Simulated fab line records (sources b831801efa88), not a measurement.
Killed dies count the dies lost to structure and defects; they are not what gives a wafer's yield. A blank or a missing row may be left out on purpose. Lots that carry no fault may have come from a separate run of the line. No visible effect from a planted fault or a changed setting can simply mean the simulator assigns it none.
fab line records | flow sky130
record: lots: 6 wafers: 16 last_day: 51
route steps=708 shown NWELL@79 PWDE@84 VT_ADJUST_HVTP@85 VT_ADJUST_LVTN@97 PAD_OPEN@708
lots untouched by any fault: they come from a run of this same line in which no faults occurred
start_h: the number of hours between the record's first day and the start of the first shown wafer of the lot | wait_h: hours from the lot's prior step to this one | " as in the row above | L1.1+2: one row covering several wafers at once | - no value, or no start was given | * or withheld: withheld | < > ~ a bound
route shown NAME@n: names a module that has steps shown in the file, with the first one's number in the route | usual: the fault-free wafers' mean and standard deviation | same: alike in all rows | chamber/n: place in a boat | sites: readings site by site | _std_site: their standard deviation | _edge_site: outer sites' mean less inner sites' | radius_mm: how far each site lies from the wafer's centre | mask NAME#n: copy n | behind: the tool/chamber that last shaped the wafer | hold: why the lot went on hold/how many hours it stayed there/how the hold came to an end | device: which transistor (n, p or np) failed to switch | end of line: the route-end tests of the same wafers | a step with no rows: only its recipe | killed: dies that structure and defects cost at the first sort, which is not the same as the wafer's yield | map: a wafer's dies, marking killed ones x, the rest . and places with no die _
set.NAME: the setting the step ran with; set.NAME@STEP: the setting that earlier step ran with | model.NAME: the simulator's own value behind a step, which no gauge read
a table for each step, a row for each wafer; lots at some steps of the route
services: when a tool's chamber went out of use (start_h, in hours from the record's first day, below 0 if earlier), for how many hours, and the reason
== steps ==
step: SKY_NWELL_TW_MEAS_26
usual: NWELL_2_TW: 499/6.1
columns lot.wafer tool chamber start_h wait_h NWELL_2_TW
L569.2 film_metro-03 - 114.60 0.1 494
L569.3 " - " " 491
L569.6 " - " " 494
L572.2 film_metro-03 - 129.51 0.1 491
L572.3 " - " " 489
L572.4 " - " " 489
L583.2 film_metro-01 - 206.35 0.1 495
L583.4 " - " " 495
L584.3 film_metro-01 - 207.22 0.1 496
L584.4 " - " " 499
L587.3 film_metro-04 - 222.74 0.1 510
L587.4 " - " " 510
L587.5 " - " " 508
L589.1 film_metro-01 - 233.42 0.1 499
L589.2 " - " " 502
L589.3 " - " " 500
step: SKY_NWELL_CLEAN_27
recipe: chemistry: SC1/SC2 mix: 1:4:20 temp_c: 70 time_s: 150 dry: n2_spin
step: SKY_NWELL_RTA_28
recipe: temp_c: 1050 time_s: 30 idle_temp_c: 650 ramp_up_c_per_s: 150 ramp_down_c_per_s: 90 ambient: N2
usual: lamp_power_pct: 25.29/0.057 wafer_temp_C_max: 1054.9/0.96
same: time_s: 30
columns lot.wafer tool chamber start_h wait_h lamp_power_pct wafer_temp_C_max
L569.2 rtp_anneal-02 0 114.72 0.0 25.40 1053.5
L569.3 " 0 " " 25.29 1054.8
L569.6 " 0 " " 25.25 1054.4
L572.2 rtp_anneal-01 0 129.63 0.0 25.31 1053.0
L572.3 " 0 " " 25.37 1056.6
L572.4 " 0 " " 25.30 1054.9
L583.2 rtp_anneal-02 0 206.47 0.0 25.37 1053.8
L583.4 " 0 " " 25.29 1054.7
L584.3 rtp_anneal-01 0 207.36 0.0 25.26 1055.0
L584.4 " 0 " " 25.22 1054.6
L587.3 rtp_anneal-02 0 222.87 0.0 25.33 1055.3
L587.4 " 0 " " 25.37 1053.9
L587.5 " 0 " " 25.39 1055.2
L589.1 rtp_anneal-02 0 233.53 0.0 25.34 1054.1
L589.2 " 0 " " 25.46 1054.4
L589.3 " 0 " " 25.34 1055.7
step: SKY_NWELL_RS_MEAS_29
recipe: thk_meas_gauge: four-point-probe
usual: NWELL_RS: 625.3/1.6
columns lot.wafer tool chamber start_h wait_h NWELL_RS[ohm/sq]
L569.2 film_metro-03 - 114.82 0.1 625.2
L569.3 " - " " 626.1
L569.6 " - " " 624.9
L572.2 film_metro-01 - 129.73 0.1 625.5
L572.3 " - " " 625.5
L572.4 " - " " 624.4
L583.2 film_metro-04 - 206.57 0.1 627.1
L583.4 " - " " 626.6
L584.3 film_metro-01 - 207.47 0.1 625.4
L584.4 " - " " 626.1
L587.3 film_metro-01 - 222.97 0.1 624.7
L587.4 " - " " 623.7
L587.5 " - " " 626.4
L589.1 film_metro-01 - 233.63 0.1 626.3
L589.2 " - " " 623.7
L589.3 " - " " 624.3
step: SKY_NWELL_RS_MEAS_31
recipe: thk_meas_gauge: four-point-probe
usual: PWDE_RS: 5278/18
columns lot.wafer tool chamber start_h wait_h PWDE_RS[ohm/sq]
L569.2 film_metro-03 - 115.06 0.1 5241
L569.3 " - " " 5254
L569.6 " - " " 5268
L572.2 film_metro-01 - 129.97 0.1 5265
L572.3 " - " " 5281
L572.4 " - " " 5287
L583.2 film_metro-04 - 206.81 0.1 5292
L583.4 " - " " 5265
L584.3 film_metro-01 - 207.71 0.1 5253
L584.4 " - " " 5266
L587.3 film_metro-01 - 223.21 0.1 5270
L587.4 " - " " 5269
L587.5 " - " " 5282
L589.1 film_metro-01 - 233.87 0.1 5243
L589.2 " - " " 5253
L589.3 " - " " 5249
step: SKY_VT_ADJUST_HVTP_DEHYDRATE_00
recipe: temp_c: 200 time_s: 60
step: SKY_VT_ADJUST_HVTP_HMDS_01
recipe: prime_time_s: 60 prime_temp_c: 120
step: SKY_VT_ADJUST_HVTP_COAT_02
recipe: resist: NOVOLAK spin_rpm: 3000 resist_thk_nm: 1140
step: SKY_VT_ADJUST_HVTP_SOFTBAKE_03
recipe: temp_c: 90 time_s: 60 resist: NOVOLAK
step: SKY_VT_ADJUST_HVTP_EXPOSE_04
recipe: mask_id: HVTPM na: 0.6 source_shape: conventional sigma_outer: 0.6 polarization: unpolarized target_cd_nm: 380 dose_mj: 140
step: SKY_VT_ADJUST_HVTP_PEB_05
recipe: temp_c: withheld time_s: * resist: NOVOLAK
step: SKY_VT_ADJUST_HVTP_DEVELOP_06
recipe: resist: NOVOLAK developer: TMAH develop_time_s: 60 dev_temp_c: 23
columns lot.wafer tool chamber start_h wait_h
L569.2+3+6 litho_track-04 0 133.46 0.1
L572.2+3+4 litho_track-01 0 149.42 0.1
L583.2+4 litho_track-01 0 229.87 0.1
L584.3+4 litho_track-01 0 230.55 0.1
L587.3+4+5 litho_track-03 0 245.86 0.1
L589.1+2+3 litho_track-03 0 257.61 0.1
step: SKY_VT_ADJUST_HVTP_CD_MEAS_07
recipe: target_cd_nm: 380
usual: cd_nm: 379.5/2.3
columns lot.wafer tool chamber start_h wait_h cd_nm
L569.2 cd_sem-02 - 133.60 0.1 378.7
L569.3 " - " " 381.4
L569.6 " - " " 379.1
L572.2 cd_sem-02 - 149.57 0.1 377.0
L572.3 " - " " 378.9
L572.4 " - " " 379.4
L583.2 cd_sem-02 - 230.02 0.1 -
L583.4 " - " " -
L584.3 cd_sem-02 - 230.69 0.1 383.1
L584.4 " - " " -
L587.3 cd_sem-02 - 246.00 0.1 383.6
L587.4 " - " " 384.0
L587.5 " - " " 382.1
L589.1 cd_sem-01 - 257.76 0.1 382.7
L589.2 " - " " 381.1
L589.3 " - " " 382.1
step: SKY_VT_ADJUST_HVTP_OVL_MEAS_08
usual: VT_ADJUST_HVTP_OVL: -0.7/1.6
columns lot.wafer tool chamber start_h wait_h VT_ADJUST_HVTP_OVL[nm]
L569.2 overlay-01 - 133.71 0.1 0.2
L569.3 " - " " -0.3
L569.6 " - " " -1.1
L572.2 overlay-01 - 149.67 0.1 -0.5
L572.3 " - " " -1.8
L572.4 " - " " -1.3
L583.2 overlay-01 - 230.12 0.1 -
L583.4 " - " " -
L584.3 overlay-01 - 230.78 0.1 -3.8
L584.4 " - " " -
L587.3 overlay-01 - 246.10 0.1 -0.3
L587.4 " - " " -2.6
L587.5 " - " " -0.5
L589.1 overlay-02 - 257.88 0.1 2.7
L589.2 " - " " 1.4
L589.3 " - " " 1.0
step: SKY_VT_ADJUST_HVTP_IMPLANT_09
recipe: species: As energy_kev: 150 dose_cm2: 4.3e+12 tilt_deg: withheld
step: SKY_VT_ADJUST_HVTP_STRIP_10
recipe: chemistry: O2/N2 power_w: 1400 pressure_mtorr: 1500 platen_temp_c: withheld o2_flow_sccm: 3000 n2_flow_sccm: 300 overash_fraction: 0.5
usual: drypump_motor_current_A: 6.0/0.4 oes_product_au: 0.715/0.0042 strip_time_to_endpoint_s: 14.21/0.045
columns lot.wafer tool chamber start_h wait_h drypump_motor_current_A oes_product_au rf_hours_counter_h strip_time_to_endpoint_s
L569.2 plasma_asher-03 0 133.89 0.1 5.6 0.712 1 14.19
L569.3 " 0 " " 5.6 0.726 - 14.16
L569.6 " 1 " " 6.2 0.717 - 14.18
L572.2 plasma_asher-04 1 149.85 0.1 6.5 0.716 28 14.29
L572.3 " 0 " " 5.9 0.714 - 14.30
L572.4 " 1 " " 6.5 0.712 - 14.28
L583.2 plasma_asher-01 0 230.30 0.1 5.3 0.707 50 14.24
L583.4 " 0 " " 5.4 0.715 - 14.26
L584.3 plasma_asher-04 1 230.98 0.1 6.4 0.719 - 14.25
L584.4 " 0 " " 5.9 0.717 - 14.24
L587.3 plasma_asher-03 0 246.30 0.1 5.6 0.714 - 14.18
L587.4 " 1 " " 6.3 0.717 - 14.19
L587.5 " 1 " " 6.3 0.720 - 14.12
L589.1 plasma_asher-01 1 258.07 0.1 6.2 0.712 53 14.25
L589.2 " 0 " " 5.4 0.721 53 14.20
L589.3 " 0 " " 5.4 0.713 - 14.19
step: SKY_VT_ADJUST_HVTP_TW_MEAS_11
usual: VT_ADJUST_HVTP_TW: 1353/10
columns lot.wafer tool chamber start_h wait_h VT_ADJUST_HVTP_TW
L569.2 film_metro-03 - 134.00 0.1 1338
L569.3 " - " " 1341
L569.6 " - " " 1340
L572.2 film_metro-03 - 149.96 0.1 1343
L572.3 " - " " 1347
L572.4 " - " " 1344
L583.2 film_metro-02 - 230.41 0.1 30
L583.4 " - " " 30
L584.3 film_metro-01 - 231.07 0.1 1358
L584.4 " - " " 30
L587.3 film_metro-03 - 246.39 0.1 1338
L587.4 " - " " 1346
L587.5 " - " " 1338
L589.1 film_metro-01 - 258.33 0.2 1362
L589.2 " - " " 1363
L589.3 " - " " 1360
step: SKY_VT_ADJUST_LVTN_DEHYDRATE_00
recipe: temp_c: 200 time_s: 60
step: SKY_PAD_OPEN_PROBE_99
usual: killed_at_M0_to_M3: 43/7 killed_at_M4_up: 3.1/1.5 killed_at_contacts: 23/4.9 killed_at_front_end: 16/3.9 killed_at_other: 0.3/0.52 killed_dies: 86/8.2 killed_on_rim: 16/3.7 killed_open: 47/6.1 killed_short: 38/5.8
same: gross_dies: 492 killed_at_back_side: 0
columns lot.wafer tool chamber start_h wait_h killed_at_M0_to_M3 killed_at_M4_up killed_at_contacts killed_at_front_end killed_at_other killed_dies killed_on_rim killed_open killed_short
L569.2 prober-02 - 1120.33 0.1 59 1 25 12 1 98 16 53 45
L569.3 prober-02 - 1120.38 0.2 49 1 25 11 1 87 19 47 40
L569.6 prober-02 - 1120.53 0.2 38 1 32 14 0 85 18 41 44
L572.3 prober-02 - 1133.42 0.2 40 2 33 11 0 86 20 42 41
L583.2 prober-02 - 1205.31 0.1 45 4 31 411 1 492 96 51 43
L583.4 prober-02 - 1205.41 0.2 39 2 27 424 0 492 96 46 40
L584.3 prober-01 - 1206.50 0.2 44 2 23 18 0 87 16 42 45
L584.4 prober-01 - 1206.55 0.2 44 5 14 429 0 492 96 50 32
killed by level:class
L569.2 VIA1:geometric_particle:open=14 VIA3:geometric_particle:open=8 LI_CONTACT:geometric_particle:open=7 METAL1:geometric_particle:short=7 VIA2:geometric_particle:open=6 CONTACT:geometric_particle:short=6 METAL2:geometric_particle:short=6 FIELD_ISO:geometric_particle:open=5
L569.3 LI_CONTACT:geometric_particle:open=12 VIA1:geometric_particle:open=12 METAL1:geometric_particle:short=9 CONTACT:geometric_particle:open=7 VIA3:geometric_particle:short=5 METAL3:geometric_particle:short=5 FIELD_ISO:geometric_particle:short=4 METAL2:geometric_particle:short=4
L569.6 CONTACT:geometric_particle:open=16 VIA1:geometric_particle:open=8 VIA2:geometric_particle:short=7 LI_CONTACT:geometric_particle:open=7 METAL1:geometric_particle:short=6 CONTACT:geometric_particle:short=5 VIA1:geometric_particle:short=4 VIA2:geometric_particle:open=4
L572.3 CONTACT:geometric_particle:open=10 VIA1:geometric_particle:open=8 LOCAL_INTERCONNECT:geometric_particle:short=7 CONTACT:geometric_particle:short=7 LI_CONTACT:geometric_particle:open=6 METAL1:geometric_particle:short=6 FIELD_ISO:geometric_particle:open=5 METAL2:geometric_particle:short=5
L583.2 VT_ADJUST_HVTP:area_develop=398 CONTACT:geometric_particle:open=13 METAL1:geometric_particle:short=10 VIA3:geometric_particle:open=10 VIA1:geometric_particle:open=9 CONTACT:geometric_particle:short=7 LI_CONTACT:geometric_particle:open=5 FIELD_ISO:geometric_particle:open=4
L583.4 VT_ADJUST_HVTP:area_develop=405 CONTACT:geometric_particle:open=8 POLY_GATE:geometric_particle:short=7 LI_CONTACT:geometric_particle:open=7 VIA2:geometric_particle:open=7 FIELD_ISO:geometric_particle:open=6 METAL1:geometric_particle:short=6 CONTACT:geometric_particle:short=5
L584.3 LI_CONTACT:geometric_particle:open=9 VIA3:geometric_particle:open=9 METAL2:geometric_particle:short=8 VIA2:geometric_particle:open=8 CONTACT:geometric_particle:short=7 VIA1:geometric_particle:open=7 METAL1:geometric_particle:short=6 POLY_GATE:geometric_particle:short=5
L584.4 VT_ADJUST_HVTP:area_develop=410 VIA2:geometric_particle:open=14 CONTACT:geometric_particle:open=6 METAL3:geometric_particle:short=5 VIA3:geometric_particle:open=5 FIELD_ISO:geometric_particle:open=4 POLY_GATE:geometric_particle:open=4 METAL1:geometric_particle:short=4
map L583.2 (x killed, . not)
__________xxxxxxxxxx_________
________xxxxxxxxxxxxxx_______
______xxxxxxxxxxxxxxxxxx_____
_____xxxxxxxxxxxxxxxxxxxx____
____xxxxxxxxxxxxxxxxxxxxxx___
___xxxxxxxxxxxxxxxxxxxxxxxx__
__xxxxxxxxxxxxxxxxxxxxxxxxxx_
_xxxxxxxxxxxxxxxxxxxxxxxxxxxx
_xxxxxxxxxxxxxxxxxxxxxxxxxxxx
_xxxxxxxxxxxxxxxxxxxxxxxxxxxx
_xxxxxxxxxxxxxxxxxxxxxxxxxxxx
_xxxxxxxxxxxxxxxxxxxxxxxxxxxx
_xxxxxxxxxxxxxxxxxxxxxxxxxxxx
_xxxxxxxxxxxxxxxxxxxxxxxxxxxx
_xxxxxxxxxxxxxxxxxxxxxxxxxxxx
__xxxxxxxxxxxxxxxxxxxxxxxxxx_
___xxxxxxxxxxxxxxxxxxxxxxxx__
____xxxxxxxxxxxxxxxxxxxxxx___
_____xxxxxxxxxxxxxxxxxxxx____
______xxxxxxxxxxxxxxxxxx_____
________xxxxxxxxxxxxxx_______
__________xxxxxxxxxx_________
map L584.4 (x killed, . not)
__________xxxxxxxxxx_________
________xxxxxxxxxxxxxx_______
______xxxxxxxxxxxxxxxxxx_____
_____xxxxxxxxxxxxxxxxxxxx____
____xxxxxxxxxxxxxxxxxxxxxx___
___xxxxxxxxxxxxxxxxxxxxxxxx__
__xxxxxxxxxxxxxxxxxxxxxxxxxx_
_xxxxxxxxxxxxxxxxxxxxxxxxxxxx
_xxxxxxxxxxxxxxxxxxxxxxxxxxxx
_xxxxxxxxxxxxxxxxxxxxxxxxxxxx
_xxxxxxxxxxxxxxxxxxxxxxxxxxxx
_xxxxxxxxxxxxxxxxxxxxxxxxxxxx
_xxxxxxxxxxxxxxxxxxxxxxxxxxxx
_xxxxxxxxxxxxxxxxxxxxxxxxxxxx
_xxxxxxxxxxxxxxxxxxxxxxxxxxxx
__xxxxxxxxxxxxxxxxxxxxxxxxxx_
___xxxxxxxxxxxxxxxxxxxxxxxx__
____xxxxxxxxxxxxxxxxxxxxxx___
_____xxxxxxxxxxxxxxxxxxxx____
______xxxxxxxxxxxxxxxxxx_____
________xxxxxxxxxxxxxx_______
__________xxxxxxxxxx_________
== services ==
columns tool chamber start_h hours kind
plasma_asher-03 - 108.75 9.0 pm
plasma_asher-03 0 108.75 9.0 vent_cycle
plasma_asher-03 1 108.75 9.0 vent_cycle
plasma_asher-03 0 117.75 - clean
plasma_asher-03 1 117.75 - clean
plasma_asher-01 - 136.31 2.0 repair
rtp_anneal-01 - 145.29 3.4 pm
plasma_asher-04 - 157.23 10.0 pm
plasma_asher-04 - 167.23 3.3 pm
plasma_asher-03 - 182.87 28.1 pm
plasma_asher-01 - 200.92 0.8 repair
== key ==
first_sign: step: SKY_VT_ADJUST_HVTP_CD_MEAS_07 reading: cd_nm direction: missing
effect: step: SKY_VT_ADJUST_HVTP_OVL_MEAS_08 reading: VT_ADJUST_HVTP_OVL direction: missing
effect: step: SKY_VT_ADJUST_HVTP_TW_MEAS_11 reading: VT_ADJUST_HVTP_TW direction: down sigmas: 99+ usual: 1353 struck: 30
effect: step: SKY_PAD_OPEN_PROBE_99 reading: killed_at_front_end direction: up sigmas: 99+ usual: 16 struck: 421
more_kills_born_at: SKY_VT_ADJUST_HVTP_DEVELOP_06@litho_track-01: 1213
met_at SKY_VT_ADJUST_HVTP_DEVELOP_06
struck_wafers L583.2,L583.4,L584.4
tester_left_out L583,L584
onset_between 149.42 229.87
fault: kind: process_parameter_drift tool: litho_track-01 chamber: - onset_h: 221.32 steps: SKY_VT_ADJUST_HVTP_DEVELOP_06 channel: develop_time_s offset: * shape: step end_h: 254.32 scope: struck_wafers_only acts_in: * stated: *
tester_left_out: of these lots the tester's yield and bins aren't shown, on N5 and GAA mostly nor the transistor test; their killed dies are dies lost to structure and defects alone, not to doping, threshold or leakage, so they don't give the yield
